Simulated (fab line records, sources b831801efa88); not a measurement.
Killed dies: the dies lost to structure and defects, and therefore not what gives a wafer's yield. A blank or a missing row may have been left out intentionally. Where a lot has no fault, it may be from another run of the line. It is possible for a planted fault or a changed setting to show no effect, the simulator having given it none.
fab line records    flow sky130
record: lots: 13  wafers: 39  last_day: 51
route steps=708 shown POLY_GATE@218 POLY_CUT@315 LI_CONTACT@371 CONTACT@411 PAD_OPEN@708
lots untouched by any fault: they come from a run of this same line in which no faults occurred
start_h: hours from the record's first day to the start of the lot's first wafer shown    wait_h: how many hours have passed since the lot's step before this one    " unchanged from the row above    L1.1+2: one row covering several wafers at once    - value missing, or start not given    * or withheld: withheld    < > ~ a bound
route shown NAME@n: names a module that has steps shown in the file, with the first one's number in the route    usual: mean/standard deviation taken from wafers without a fault    same: alike in all rows    chamber/n: place in a boat    sites: readings site by site    _std_site: standard deviation across them    _edge_site: inner sites' mean taken away from outer sites' mean    radius_mm: how far each site lies from the wafer's centre    mask NAME#n: copy n    behind: tool/chamber where the wafer was last shaped    hold: why the lot went on hold/how many hours it stayed there/how the hold came to an end    device: transistor that didn't switch, given as n, p or np    end of line: the tests these same wafers got at the end of their route    step lacking rows: just its recipe    killed: at the first sort, the dies lost to defects and structure; wafer yield is something else    map: the dies of a wafer, with x for killed, . for not killed, _ for no die there
set.NAME: the setting as run; set.NAME@STEP: as run at that earlier step    model.NAME: the simulator's own value behind a step, which no gauge read
one table for each step of the route and one row for each wafer, over a sample of lots
services: the hour from which a tool's chamber was out of use, counted from the record's first day as start_h (under 0 if before that day), plus the number of hours and why
== steps ==
step: SKY_POLY_GATE_THK_MEAS_04
recipe: reads: Si3N4_of_POLY_GATE_CVD_03
usual: POLY_GATE_CVD_03_THK: 75.0/0.68
lot.wafer  tool           chamber  start_h  wait_h  POLY_GATE_CVD_03_THK[nm]
L301.2     film_metro-01  -        363.20   0.0     76.3
L301.4     "              -        "        "       75.8
L301.5     "              -        "        "       76.0
L302.3     film_metro-02  -        368.61   0.0     75.1
L302.5     "              -        "        "       76.4
L302.6     "              -        "        "       75.6
L304.1     film_metro-01  -        390.25   0.0     76.4
L304.5     "              -        "        "       76.0
L304.6     "              -        "        "       75.9
L305.4     film_metro-01  -        397.46   0.0     74.2
L305.5     "              -        "        "       74.1
L305.6     "              -        "        "       74.5
L306.2     film_metro-04  -        398.80   0.0     72.9
L306.5     "              -        "        "       74.0
L306.6     "              -        "        "       73.6
L307.2     film_metro-01  -        407.98   0.0     75.1
L307.4     "              -        "        "       76.0
L307.5     "              -        "        "       75.3
L308.4     film_metro-02  -        427.17   0.0     75.2
L308.5     "              -        "        "       75.3
L308.6     "              -        "        "       75.1
L309.2     film_metro-01  -        429.05   0.0     75.9
L309.4     "              -        "        "       75.6
L309.6     "              -        "        "       75.8
L310.1     film_metro-01  -        436.29   0.0     74.5
L310.5     "              -        "        "       74.8
L310.6     "              -        "        "       75.4
L317.4     film_metro-04  -        495.83   0.0     74.0
L317.5     "              -        "        "       74.2
L317.6     "              -        "        "       74.6
L321.3     film_metro-04  -        524.45   0.0     74.0
L321.5     "              -        "        "       74.3
L321.6     "              -        "        "       74.5
L322.1     film_metro-02  -        542.38   0.0     75.5
L322.4     "              -        "        "       74.7
L322.5     "              -        "        "       75.0
L323.2     film_metro-02  -        544.79   0.0     75.2
L323.4     "              -        "        "       75.3
L323.5     "              -        "        "       75.1
step: SKY_POLY_CUT_CD_MEAS_08
recipe: target_cd_nm: 270
usual: cd_nm: 269.6/1.4
lot.wafer  tool       chamber  start_h  wait_h  cd_nm
L301.2     cd_sem-01  -        585.03   -       271.1
L301.4     "          -        "        "       271.4
L301.5     "          -        "        "       270.8
L302.3     cd_sem-02  -        588.73   -       270.9
L302.5     "          -        "        "       270.5
L302.6     "          -        "        "       271.1
L304.1     cd_sem-01  -        615.01   -       268.7
L304.5     "          -        "        "       267.4
L304.6     "          -        "        "       267.2
L305.4     cd_sem-01  -        617.92   -       267.9
L305.5     "          -        "        "       267.9
L305.6     "          -        "        "       267.4
L306.2     cd_sem-01  -        621.36   -       268.7
L306.5     "          -        "        "       270.5
L306.6     "          -        "        "       270.3
L307.2     cd_sem-01  -        628.56   -       269.8
L307.4     "          -        "        "       270.1
L307.5     "          -        "        "       269.8
L308.4     cd_sem-01  -        650.37   -       269.5
L308.5     "          -        "        "       270.1
L308.6     "          -        "        "       270.6
L309.2     cd_sem-02  -        651.33   -       269.6
L309.4     "          -        "        "       269.3
L309.6     "          -        "        "       269.0
L310.1     cd_sem-01  -        656.56   -       269.2
L310.5     "          -        "        "       270.3
L310.6     "          -        "        "       269.2
L317.4     cd_sem-01  -        711.27   -       270.2
L317.5     "          -        "        "       270.1
L317.6     "          -        "        "       271.8
L321.3     cd_sem-01  -        741.70   -       271.9
L321.5     "          -        "        "       270.7
L321.6     "          -        "        "       269.8
L322.1     cd_sem-02  -        755.34   -       267.3
L322.4     "          -        "        "       267.3
L322.5     "          -        "        "       267.6
L323.2     cd_sem-01  -        757.28   -       270.6
L323.4     "          -        "        "       269.3
L323.5     "          -        "        "       269.9
step: SKY_LI_CONTACT_EXPOSE_09
recipe: mask_id: LICM1  na: 0.8  source_shape: annular  sigma_inner: 0.55  sigma_outer: 0.85  target_cd_nm: 170  dose_mj: 38
lot.wafer   tool            chamber  start_h  wait_h  mask
L301.2+4+5  krf_scanner-01  0        689.56   -       LICM1#0
L302.3+5+6  krf_scanner-02  0        694.96   -       LICM1#0
L304.1+5+6  krf_scanner-02  0        718.27   -       LICM1#0
L305.4+5+6  krf_scanner-01  0        721.40   -       LICM1#0
L306.2+5+6  krf_scanner-02  0        726.91   -       LICM1#0
L307.2+4+5  krf_scanner-01  0        733.11   -       LICM1#0
L308.4+5+6  krf_scanner-02  0        752.60   -       LICM1#0
L309.2+4+6  krf_scanner-02  0        753.46   -       LICM1#0
L310.1+5+6  krf_scanner-01  0        760.04   -       LICM1_R1#0
L317.4+5+6  krf_scanner-01  0        811.69   -       LICM1#0
L321.3+5+6  krf_scanner-01  0        839.41   -       LICM1#0
L322.1+4+5  krf_scanner-02  0        854.89   -       LICM1#0
L323.2+4+5  krf_scanner-01  0        855.71   -       LICM1#0
step: SKY_LI_CONTACT_CD_MEAS_12
recipe: target_cd_nm: 170
usual: cd_nm: 169.7/1.3
lot.wafer  tool       chamber  start_h  wait_h  cd_nm
L301.2     cd_sem-01  -        705.03   -       169.3
L301.4     "          -        "        "       168.7
L301.5     "          -        "        "       169.8
L302.3     cd_sem-01  -        709.65   -       170.6
L302.5     "          -        "        "       169.9
L302.6     "          -        "        "       169.3
L304.1     cd_sem-01  -        733.59   -       170.4
L304.5     "          -        "        "       169.9
L304.6     "          -        "        "       170.1
L305.4     cd_sem-01  -        736.95   -       170.3
L305.5     "          -        "        "       170.8
L305.6     "          -        "        "       171.1
L306.2     cd_sem-01  -        740.91   -       171.5
L306.5     "          -        "        "       171.3
L306.6     "          -        "        "       170.9
L307.2     cd_sem-02  -        745.99   -       171.0
L307.4     "          -        "        "       168.1
L307.5     "          -        "        "       168.3
L308.4     cd_sem-02  -        767.50   -       170.4
L308.5     "          -        "        "       169.9
L308.6     "          -        "        "       170.3
L309.2     cd_sem-02  -        768.03   -       168.6
L309.4     "          -        "        "       169.4
L309.6     "          -        "        "       168.5
L310.1     cd_sem-01  -        772.67   -       148.1
L310.5     "          -        "        "       148.7
L310.6     "          -        "        "       149.3
L317.4     cd_sem-01  -        826.19   -       168.6
L317.5     "          -        "        "       169.2
L317.6     "          -        "        "       169.4
L321.3     cd_sem-02  -        853.30   -       167.2
L321.5     "          -        "        "       167.5
L321.6     "          -        "        "       167.2
L322.1     cd_sem-01  -        867.16   -       170.6
L322.4     "          -        "        "       170.0
L322.5     "          -        "        "       169.1
L323.2     cd_sem-02  -        867.96   -       170.0
L323.4     "          -        "        "       170.0
L323.5     "          -        "        "       170.3
step: SKY_CONTACT_BOW_MEAS_05
recipe: mode: bow
usual: CONTACT_BOW: 81/6.3
lot.wafer  tool           chamber  start_h  wait_h  CONTACT_BOW[um]
L301.2     film_metro-04  -        736.38   0.3     88
L301.4     "              -        "        "       79
L301.5     "              -        "        "       97
L302.3     film_metro-04  -        741.42   0.1     77
L302.5     "              -        "        "       81
L302.6     "              -        "        "       80
L304.1     film_metro-02  -        765.09   0.2     74
L304.5     "              -        "        "       75
L304.6     "              -        "        "       83
L305.4     film_metro-04  -        768.61   0.3     77
L305.5     "              -        "        "       76
L305.6     "              -        "        "       85
L306.2     film_metro-04  -        772.06   0.2     87
L306.5     "              -        "        "       75
L306.6     "              -        "        "       79
L307.2     film_metro-04  -        776.12   0.1     71
L307.4     "              -        "        "       73
L307.5     "              -        "        "       76
L308.4     film_metro-04  -        797.94   0.2     86
L308.5     "              -        "        "       89
L308.6     "              -        "        "       76
L309.2     film_metro-03  -        798.60   0.2     84
L309.4     "              -        "        "       75
L309.6     "              -        "        "       71
L310.1     film_metro-03  -        803.86   0.1     75
L310.5     "              -        "        "       73
L310.6     "              -        "        "       67
L317.4     film_metro-04  -        856.22   0.2     85
L317.5     "              -        "        "       88
L317.6     "              -        "        "       81
L321.3     film_metro-04  -        882.22   0.1     83
L321.5     "              -        "        "       83
L321.6     "              -        "        "       81
L322.1     film_metro-03  -        896.44   0.2     80
L322.4     "              -        "        "       81
L322.5     "              -        "        "       79
L323.2     film_metro-02  -        898.26   0.1     84
L323.4     "              -        "        "       75
L323.5     "              -        "        "       77
step: SKY_PAD_OPEN_PROBE_99
usual: killed_at_M0_to_M3: 43/6.8  killed_at_M4_up: 3.3/1.9  killed_at_contacts: 24/5.3  killed_at_front_end: 14/4.3  killed_at_other: 0.3/0.62  killed_dies: 85/9.8  killed_open: 46/8  killed_short: 39/5.9
same: gross_dies: 492  killed_at_back_side: 0
lot.wafer  tool       chamber  start_h  wait_h  killed_at_M0_to_M3  killed_at_M4_up  killed_at_contacts  killed_at_front_end  killed_at_other  killed_dies  killed_open  killed_short
L310.1     prober-02  -        1156.43  0.1     50                  1                51                  18                   1                121          59           47
L310.5     prober-02  -        1156.63  0.2     47                  1                39                  17                   0                104          43           51
L310.6     prober-02  -        1156.68  0.2     36                  1                39                  25                   0                101          45           41
killed by level:class
L310.1 LI_CONTACT:area_expose=15 CONTACT:geometric_particle:open=14 VIA1:geometric_particle:short=9 VIA2:geometric_particle:open=9 VIA1:geometric_particle:open=8 LI_CONTACT:geometric_particle:open=7 FIELD_ISO:geometric_particle:open=5 LI_CONTACT:geometric_particle:short=5
L310.5 CONTACT:geometric_particle:open=11 LI_CONTACT:area_expose=10 POLY_GATE:geometric_particle:short=8 LI_CONTACT:geometric_particle:open=8 METAL1:geometric_particle:short=8 VIA1:geometric_particle:short=7 LI_CONTACT:geometric_particle:short=5 VIA2:geometric_particle:short=5
L310.6 LI_CONTACT:area_expose=15 VIA1:geometric_particle:open=10 CONTACT:geometric_particle:open=9 POLY_GATE:geometric_particle:open=7 CONTACT:geometric_particle:short=7 POLY_GATE:geometric_particle:short=6 METAL2:geometric_particle:short=5 METAL1:geometric_particle:short=5
== services ==
tool            chamber  start_h  hours  kind
krf_scanner-01  -        674.46   0.9    repair
krf_scanner-01  -        675.51   1.3    pm
krf_scanner-02  -        680.12   1.6    repair
krf_scanner-02  -        685.82   0.4    repair
krf_scanner-02  -        709.97   0.8    pm
krf_scanner-01  -        714.50   0.8    pm
krf_scanner-02  -        731.84   1.0    pm
krf_scanner-01  -        734.20   0.9    repair
krf_scanner-01  -        802.18   1.0    pm
krf_scanner-01  -        804.69   0.8    pm
krf_scanner-02  -        804.71   0.9    repair
krf_scanner-02  -        836.74   1.3    pm
krf_scanner-01  -        851.41   1.3    pm
== key ==
first_sign: step: SKY_LI_CONTACT_EXPOSE_09  reading: mask  direction: changed
effect: step: SKY_LI_CONTACT_CD_MEAS_12  reading: cd_nm  direction: down  sigmas: 16  usual: 169.7  struck: 148.7
effect: step: SKY_PAD_OPEN_PROBE_99  reading: killed_at_contacts  direction: up  sigmas: 3.6  usual: 24  struck: 43
more_kills_born_at: SKY_LI_CONTACT_EXPOSE_09@krf_scanner-01: 40
met_at SKY_LI_CONTACT_EXPOSE_09
struck_lots L310
tester_left_out L310
not_acting_at SKY_POLY_GATE_THK_MEAS_04,SKY_POLY_CUT_CD_MEAS_08,SKY_CONTACT_BOW_MEAS_05
onset_between 733.11 760.04
fault: kind: wrong_mask  tool: any  chamber: -  onset_h: 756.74  steps: SKY_LI_CONTACT_EXPOSE_09  aux_copy: LICM1_R1#0  cd_offset_nm: -20  scope: struck_lots_only
tester_left_out: of these lots the tester's yield and bins aren't shown, on N5 and GAA mostly nor the transistor test; their killed dies are dies lost to structure and defects alone, not to doping, threshold or leakage, so they don't give the yield
